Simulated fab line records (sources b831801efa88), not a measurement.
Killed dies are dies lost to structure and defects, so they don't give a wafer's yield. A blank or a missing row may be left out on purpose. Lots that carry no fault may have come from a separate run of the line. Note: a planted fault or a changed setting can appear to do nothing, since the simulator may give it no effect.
What tool caused it?    flow gf180mcu    12 lots, 36 wafers sampled, at 6 steps of a route of 602

== WHAT EACH GAUGE READ, for each wafer ==
GF_LVPWELL_OVL_MEAS_07.
lot   measured     on          LVPWELL_OVL (nm)
L773  day 3 20:16  overlay-02  0.4 0.6 0.0
L777  day 4 18:38  overlay-02  0.2 1.9 2.5
L778  day 5 00:44  overlay-01  0.3 0.7 1.6
L779  day 5 07:02  overlay-01  1.0 0.2 -0.6
L782  day 5 23:47  overlay-01  0.2 1.8 -0.7
L784  day 6 12:11  overlay-02  1.0 1.3 0.4
L790  day 7 19:28  overlay-02  0.3 -0.5 -0.9
L792  day 8 06:20  overlay-02  3.4 1.8 1.4
L793  day 8 12:31  overlay-01  -2.0 -1.6 -0.9
L794  day 9 00:08  overlay-01  2.4 1.4 3.7
L796  day 9 08:01  overlay-02  2.6 3.9 4.7
L795  day 9 08:22  overlay-02  0.8 2.1 1.8

GF_VT_IMPLANT_OVL_MEAS_07.
lot   measured      on          VT_IMPLANT_OVL (nm)
L773  day 5 14:54   overlay-01  -1.8 -1.3 -2.4
L777  day 6 15:32   overlay-02  2.2 0.4 2.6
L778  day 6 21:07   overlay-02  1.9 1.9 0.1
L779  day 7 03:48   overlay-02  -1.0 -1.0 -0.7
L782  day 7 21:15   overlay-01  -2.0 -2.5 -0.9
L784  day 8 09:04   overlay-02  0.4 1.1 1.1
L790  day 9 20:08   overlay-01  -0.4 1.0 0.6
L792  day 10 09:46  overlay-01  -0.6 -0.8 -1.7
L793  day 10 17:21  overlay-02  -0.4 0.3 1.4
L794  day 11 06:04  overlay-01  0.8 -1.4 -1.1
L796  day 11 14:34  overlay-02  0.3 1.5 3.2
L795  day 11 15:13  overlay-02  -1.1 -0.9 1.3

GF_VT_IMPLANT_TW_MEAS_10.
lot   measured      on             VT_IMPLANT_TW
L773  day 5 15:11   film_metro-01  573 577 576
L777  day 6 15:49   film_metro-04  556 560 558
L778  day 6 21:24   film_metro-02  560 558 563
L779  day 7 04:05   film_metro-02  553 557 553
L782  day 7 21:32   film_metro-01  570 576 572
L784  day 8 09:21   film_metro-04  564 563 562
L790  day 9 20:25   film_metro-02  558 555 561
L792  day 10 10:03  film_metro-01  570 569 566
L793  day 10 17:38  film_metro-01  568 569 567
L794  day 11 06:21  film_metro-01  571 569 569
L796  day 11 14:51  film_metro-02  561 552 558
L795  day 11 15:31  film_metro-01  571 573 570

GF_VT_IMPLANT_TW_MEAS_32.
lot   measured      on             VT_IMPLANT_3_TW
L773  day 6 19:46   film_metro-04  265.3 265.7 266.2
L777  day 7 22:29   film_metro-02  264.6 264.5 264.0
L778  day 8 02:58   film_metro-04  267.8 267.8 268.5
L779  day 8 09:37   film_metro-01  271.1 270.5 270.3
L782  day 9 04:37   film_metro-01  270.7 270.5 270.6
L784  day 9 19:33   film_metro-04  30.0 29.8 30.0
L790  day 11 08:48  film_metro-01  272.2 271.3 272.2
L792  day 12 00:06  film_metro-01  271.2 272.5 271.8
L793  day 12 05:57  film_metro-02  265.0 265.1 266.1
L794  day 12 20:51  film_metro-02  264.9 263.8 265.4
L796  day 13 05:21  film_metro-02  265.9 264.3 265.8
L795  day 13 06:17  film_metro-04  268.9 267.7 267.4

== WHICH TOOL RAN EACH LOT (tool, then ch and the chambers of the sampled wafers, then the start) ==
lot   GF_VT_IMPLANT_STRIP_20                GF_VT_IMPLANT_STRIP_31
L773  plasma_asher-02 ch 0,1, day 6 05:12   plasma_asher-01 ch 0,1, day 6 19:40
L777  plasma_asher-02 ch 0,1, day 7 06:48   plasma_asher-02 ch 0,1, day 7 22:23
L778  plasma_asher-04 ch 0,1, day 7 12:01   plasma_asher-04 ch 0, day 8 02:52
L779  plasma_asher-01 ch 0,1, day 7 18:51   plasma_asher-04 ch 0,1, day 8 09:31
L782  plasma_asher-04 ch 0,1, day 8 11:35   plasma_asher-01 ch 0,1, day 9 04:31
L784  plasma_asher-01 ch 0,1, day 9 02:12   plasma_asher-02 ch 0,1, day 9 19:27
L790  plasma_asher-02 ch 0,1, day 10 14:33  plasma_asher-02 ch 0,1, day 11 08:42
L792  plasma_asher-02 ch 0,1, day 11 05:21  plasma_asher-04 ch 0,1, day 12 00:00
L793  plasma_asher-01 ch 0,1, day 11 11:15  plasma_asher-02 ch 0,1, day 12 05:51
L794  plasma_asher-02 ch 0,1, day 12 01:04  plasma_asher-02 ch 1, day 12 20:45
L796  plasma_asher-01 ch 0,1, day 12 09:45  plasma_asher-04 ch 0,1, day 13 05:15
L795  plasma_asher-02 ch 0,1, day 12 10:21  plasma_asher-04 ch 0,1, day 13 06:12
- GF_VT_IMPLANT_STRIP_20: strips in O2/N2.
- GF_VT_IMPLANT_STRIP_31: strips in O2/N2.

== AS READ BY THE TOOLS THEMSELVES (means over the sampled wafers that have a number; for cases with no such wafer, the mark the record gives instead) ==
GF_VT_IMPLANT_STRIP_20.
lot   tool             drypump_motor_current_A (A)  heater_power_w (W)  o2_flow_sccm (sccm)  oes_product_au (a.u.)  strip_time_to_endpoint_s (s)
L773  plasma_asher-02  6.2                          304                 3000                 0.716                  12.631
L777  plasma_asher-02  6.2                          309                 2995                 0.719                  12.614
L778  plasma_asher-04  5.9                          327                 3001                 0.715                  12.642
L779  plasma_asher-01  5.2                          330                 3004                 0.717                  12.637
L782  plasma_asher-04  5.9                          321                 3008                 0.715                  12.607
L784  plasma_asher-01  5.2                          325                 2995                 0.914                  -
L790  plasma_asher-02  6.2                          306                 2999                 0.712                  12.633
L792  plasma_asher-02  5.7                          318                 3005                 0.718                  12.629
L793  plasma_asher-01  5.2                          327                 2997                 0.714                  12.676
L794  plasma_asher-02  6.1                          304                 3003                 0.715                  12.616
L796  plasma_asher-01  5.4                          351                 3000                 0.716                  12.655
L795  plasma_asher-02  5.7                          315                 2994                 0.714                  12.655

GF_VT_IMPLANT_STRIP_31.
lot   tool             drypump_motor_current_A (A)  heater_power_w (W)  o2_flow_sccm (sccm)  oes_product_au (a.u.)  strip_time_to_endpoint_s (s)
L773  plasma_asher-01  5.2                          327                 2998                 0.716                  12.65
L777  plasma_asher-02  5.7                          311                 3005                 0.717                  12.62
L778  plasma_asher-04  5.8                          301                 3006                 0.716                  12.61
L779  plasma_asher-04  5.9                          318                 3006                 0.714                  12.62
L782  plasma_asher-01  5.4                          348                 3002                 0.715                  12.71
L784  plasma_asher-02  5.7                          312                 2999                 0.717                  22.85
L790  plasma_asher-02  6.1                          309                 2992                 0.717                  12.66
L792  plasma_asher-04  5.9                          328                 3004                 0.717                  12.64
L793  plasma_asher-02  5.7                          318                 3000                 0.715                  12.68
L794  plasma_asher-02  6.6                          298                 3010                 0.715                  12.64
L796  plasma_asher-04  5.9                          326                 3004                 0.715                  12.64
L795  plasma_asher-04  5.9                          318                 3000                 0.713                  12.65

== THE ANSWER, worked out from the rows above alone ==
Rule: the usual values come from the lots themselves. The widest of any qualifying gaps counts: lots, ordered by their means at a reading, are off when they make up no more than a third of the lots, leave a main group of 4 or more, and stand apart from it by 3 or more times the standard deviation of that group's means. If all means in a main group match to the digits the tables above print for the reading, that group is not used. Also off: a lot with no number at a reading for which 4 or more lots have one. The other lots that the step has rows for count as sound. Order of review: gauges by route order, followed by the tools' own readings, for which a lot's mean as printed above is used. At the first step where some lot is off, the reading lying furthest off is the one used; lots without a number count as furthest.
Off: L784, seen at GF_VT_IMPLANT_TW_MEAS_32 (VT_IMPLANT_3_TW). For the main group the mean is 267.9 and the standard deviation 2.8.
A tool fits if, at a process step before that reading, it ran every lot that is off, and no sound lot after the first of them. Not tried: the gauges at GF_VT_IMPLANT_TW_MEAS_32; whatever is off there is also off at GF_VT_IMPLANT_STRIP_20, on other tools, and gauge error can't account for it. Not one of the candidates tried fits.

== WHAT HAD BEEN PUT IN BY THE SIMULATOR ==
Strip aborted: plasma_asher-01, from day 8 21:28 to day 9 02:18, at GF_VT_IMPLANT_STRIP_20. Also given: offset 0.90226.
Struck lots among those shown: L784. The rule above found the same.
